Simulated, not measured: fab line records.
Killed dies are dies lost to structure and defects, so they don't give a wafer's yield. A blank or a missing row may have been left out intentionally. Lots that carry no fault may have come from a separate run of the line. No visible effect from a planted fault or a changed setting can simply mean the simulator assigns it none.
The tool behind it: which one?	flow sky130	27 wafers from 9 lots sampled at 3 of the route's 708 steps

WHAT THE GAUGES SHOWED, per wafer
SKY_VT_ADJUST_LVTN_OVL_MEAS_18. Usual: VT_ADJUST_LVTN_01_OVL typically reads -0.6 nm, with standard deviation 1.4.
lot	measured	on	VT_ADJUST_LVTN_01_OVL (nm)	flag
L240	day 7 17:58	overlay-02	-0.3 0.3 -1.6	
L241	day 8 01:23	overlay-01	0.7 0.3 0.5	
L242	day 8 10:13	overlay-02	-0.8 -0.5 -3.0	
L243	day 8 14:44	overlay-02	0.3 -1.9 -3.2	
L244	day 8 19:44	overlay-01	-3.2 -1.8 -1.0	
L245	day 9 01:47	overlay-02	0.8 -0.6 -0.9	
L246	day 9 09:25	overlay-02	-1.3 0.2 0.9	
L247	day 9 15:07	overlay-01	-0.3 1.1 1.5	
L249	day 10 06:04	overlay-01	1.6 0.4 0.9	

SKY_VT_ADJUST_PCH_OVL_MEAS_07. Usual: VT_ADJUST_PCH_OVL typically reads 0.4 nm, with standard deviation 1.4.
lot	measured	on	VT_ADJUST_PCH_OVL (nm)	flag
L240	day 10 09:03	overlay-01	1.2 -0.3 1.2	
L241	day 10 17:50	overlay-01	0.6 -0.7 -0.3	
L242	day 11 02:56	overlay-02	1.8 0.4 -0.2	
L243	day 11 09:59	overlay-02	-0.9 -0.7 -0.8	
L244	day 11 15:40	overlay-02	-1.7 1.0 0.3	
L245	day 11 21:47	overlay-01	-1.0 -1.5 0.6	
L246	day 12 05:47	overlay-02	-0.6 0.6 -0.6	
L247	day 12 14:05	overlay-02	-0.2 -0.6 0.0	
L249	day 13 05:11	overlay-02	-2.1 0.3 -1.6	

TOOL THAT RAN EACH LOT (tool first, then ch and the chambers of the sampled wafers, then the start)
lot	SKY_VT_ADJUST_HVTR_STRIP_10
L240	plasma_asher-02 ch 0,1, day 9 10:38
L241	plasma_asher-02 ch 0,1, day 9 19:23
L242	plasma_asher-04 ch 0,1, day 10 04:40
L243	plasma_asher-04 ch 0,1, day 10 10:46
L244	plasma_asher-01 ch 0,1, day 10 16:08
L245	plasma_asher-04 ch 0,1, day 10 22:05
L246	plasma_asher-01 ch 0,1, day 11 06:14
L247	plasma_asher-02 ch 0,1, day 11 13:29
L249	plasma_asher-02 ch 0,1, day 12 05:14
- SKY_VT_ADJUST_HVTR_STRIP_10: strips in O2/N2.

AS READ BY THE TOOLS THEMSELVES (means over the sampled wafers that have a number; for cases with no such wafer, the mark the record gives instead)
SKY_VT_ADJUST_HVTR_STRIP_10. Usual: drypump_motor_current_A 5.7 A, standard deviation 0.65; oes_product_au 0.716 a.u., standard deviation 0.0046; strip_time_to_endpoint_s 14.17 s, standard deviation 0.037.
lot	tool	drypump_motor_current_A (A)	oes_product_au (a.u.)	strip_time_to_endpoint_s (s)	flag
L240	plasma_asher-02	5.3	0.720	14.14	
L241	plasma_asher-02	5.4	0.717	14.19	
L242	plasma_asher-04	6.3	0.716	14.22	
L243	plasma_asher-04	6.3	0.715	14.14	
L244	plasma_asher-01	5.1	0.719	14.23	
L245	plasma_asher-04	6.1	0.718	14.18	
L246	plasma_asher-01	5.1	0.713	14.21	
L247	plasma_asher-02	5.7	0.719	14.18	
L249	plasma_asher-02	5.4	0.718	14.12	

THE ANSWER, worked out from the rows above alone
Rule: a lot is off if the mean of its wafers that have a number lies more than 3 standard deviations from the usual mean. Also off: a lot with no number at a reading for which 4 or more lots have one. The other lots that the step has rows for count as sound. First the gauges in route order, then the tools' own readings, where a lot's mean is used as printed above. At the first step where some lot is off, the reading lying furthest off is the one used; lots without a number count as furthest.
Nothing can be told from this: no lot is off at any reading shown.

WHAT HAD BEEN PUT IN BY THE SIMULATOR
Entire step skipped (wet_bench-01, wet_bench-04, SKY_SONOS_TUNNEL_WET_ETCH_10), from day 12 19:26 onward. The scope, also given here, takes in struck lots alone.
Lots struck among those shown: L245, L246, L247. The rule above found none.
